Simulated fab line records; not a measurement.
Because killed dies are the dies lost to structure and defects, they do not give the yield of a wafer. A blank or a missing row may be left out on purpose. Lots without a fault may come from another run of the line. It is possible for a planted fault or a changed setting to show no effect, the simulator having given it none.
Commonality check across tools | flow gf180mcu | Lots sampled 11, wafers sampled 33

WHY THIS WAS OPENED
On 2 of the 11 lots, a flag is raised at GF_M2_CD_MEAS_14 on the reading cdNm. Wafers without a fault read 280.4 nm, standard deviation 1.3.
Rule: flag the lot when none of its wafers has a number, or when each of its wafers that has one lies beyond 4 standard deviations from that mean. The other lots count as sound.

lot  | measured     | on       | cdNm (nm), wafer by wafer | flag
L703 | day 19 04:46 | cdSem-01 | 282.2 281.9 282.0         | 
L705 | day 19 18:04 | cdSem-01 | 280.0 279.4 280.0         | 
L706 | day 20 09:41 | cdSem-01 | 278.6 278.9 278.5         | 
L707 | day 20 13:29 | cdSem-02 | 281.2 281.3 280.5         | 
L708 | day 21 04:24 | cdSem-01 | 295.6 295.5 295.6         | FLAGGED
L712 | day 22 18:10 | cdSem-01 | 280.1 280.1 281.8         | 
L714 | day 23 00:49 | cdSem-02 | 291.9 291.8 292.7         | FLAGGED
L715 | day 23 15:37 | cdSem-02 | 276.6 278.1 278.3         | 
L722 | day 26 12:46 | cdSem-02 | 278.8 278.9 279.2         | 
L723 | day 26 13:31 | cdSem-01 | 280.8 281.1 280.2         | 
L724 | day 26 17:58 | cdSem-01 | 278.9 278.3 279.2         | 
The mean of the flagged lots' numbers is 293.9 nm, +13.5 nm from the usual (+10 standard deviations).

WHICH TOOL RAN EACH LOT
3 process steps preceding the reading are held in the record, out of 602 steps in the route. Every cell lists first the tool, next ch and the chambers used by the sampled wafers, and last the start.
lot  | flag    | GF_V1_CMP_04                  | GF_V1_CMP_26                  | GF_M2_EXPOSE_11
L703 |         | cmp-01 ch 0,2, day 17 04:35   | cmp-02 ch 0,3, day 18 04:35   | krfScanner-02 ch 0, day 18 17:01
L705 |         | cmp-02 ch 0,1,3, day 17 15:54 | cmp-01 ch 0,2,3, day 18 16:56 | krfScanner-02 ch 0, day 19 05:29
L706 |         | cmp-02 ch 0,3, day 18 06:51   | cmp-01 ch 0,1,3, day 19 08:40 | krfScanner-02 ch 0, day 19 21:08
L707 |         | cmp-02 ch 0,1,2, day 18 11:32 | cmp-02 ch 0,1,2, day 19 12:29 | krfScanner-02 ch 0, day 20 00:53
L708 | FLAGGED | cmp-01 ch 1,2,3, day 19 01:41 | cmp-01 ch 1,3, day 20 03:41   | krfScanner-02 ch 0, day 20 16:22
L712 |         | cmp-02 ch 1,2,3, day 20 16:14 | cmp-02 ch 0,1,3, day 21 18:19 | krfScanner-01 ch 0, day 22 06:34
L714 | FLAGGED | cmp-01 ch 0,1,2, day 21 00:03 | cmp-01 ch 0,1, day 22 01:35   | krfScanner-02 ch 0, day 22 14:09
L715 |         | cmp-01 ch 1,2,3, day 21 15:07 | cmp-02 ch 1,2,3, day 22 16:32 | krfScanner-01 ch 0, day 23 04:02
L722 |         | cmp-02 ch 1,2,3, day 24 15:29 | cmp-01 ch 0,1, day 25 15:04   | krfScanner-01 ch 0, day 26 01:53
L723 |         | cmp-01 ch 0,1,3, day 24 16:20 | cmp-02 ch 0,2,3, day 25 15:47 | krfScanner-01 ch 0, day 26 02:22
L724 |         | cmp-02 ch 1,2,3, day 24 21:29 | cmp-02 ch 0,1,2, day 25 21:07 | krfScanner-01 ch 0, day 26 07:34
What these steps do:
- GF_V1_CMP_04: polishes SiO2.
- GF_V1_CMP_26: polishes, stops on SiO2, t overpolish 15 s, target thk 0 nm.
- GF_M2_EXPOSE_11: exposes mask Metal2, target cd 280 nm.
- GF_M2_CD_MEAS_14: target cd 280 nm.

FLAGGED AGAINST TOTAL, ONE TOOL AT A TIME (gauges that did the reading follow at the end)
step             | tool          | lots run | flagged | share of the flagged lots | sound lots run after its first flagged lot
GF_V1_CMP_04     | cmp-01        | 5        | 2       | all                       | 2 (L715,L723)
GF_V1_CMP_04     | cmp-02        | 6        | 0       | none                      | -
GF_V1_CMP_26     | cmp-01        | 5        | 2       | all                       | 1 (L722)
GF_V1_CMP_26     | cmp-02        | 6        | 0       | none                      | -
GF_M2_EXPOSE_11  | krfScanner-01 | 5        | 0       | none                      | -
GF_M2_EXPOSE_11  | krfScanner-02 | 6        | 2       | all                       | 0
GF_M2_CD_MEAS_14 | cdSem-01      | 7        | 1       | some                      | 3 (L712,L723,L724)
GF_M2_CD_MEAS_14 | cdSem-02      | 4        | 1       | some                      | 2 (L715,L722)

WHAT THE TABLE PERMITS
Rows of the table that ran every flagged lot, 3 in all: cmp-01 at GF_V1_CMP_04, cmp-01 at GF_V1_CMP_26, krfScanner-02 at GF_M2_EXPOSE_11.
- cmp-01 at GF_V1_CMP_04 ran 5 lots, 2 of them flagged. Sound lots followed the first flagged one (L715, L723) on it, something a lasting fault affecting the whole tool could not allow.
- cmp-01 at GF_V1_CMP_26 ran 5 lots, 2 of them flagged. Sound lots followed the first flagged one (L722) on it, something a lasting fault affecting the whole tool could not allow.
- krfScanner-02 at GF_M2_EXPOSE_11 ran 6 lots, 2 of them flagged. A fault beginning between L707 (day 20 00:53), its last sound lot, and L708 (day 20 16:22), its first flagged one, fits the data. Its own readings (exposureDoseMJCm2) fall more than 4 standard deviations out on all wafers of the flagged lots.
Left over: one tool, krfScanner-02 at GF_M2_EXPOSE_11.

WHAT HAD BEEN PUT IN BY THE SIMULATOR
Drift in process parameters on krfScanner-02 at GF_M2_EXPOSE_11, starting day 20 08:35. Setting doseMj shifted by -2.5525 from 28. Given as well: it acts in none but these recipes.
Struck lots among those shown: L708, L714. The rule given above showed the same thing.
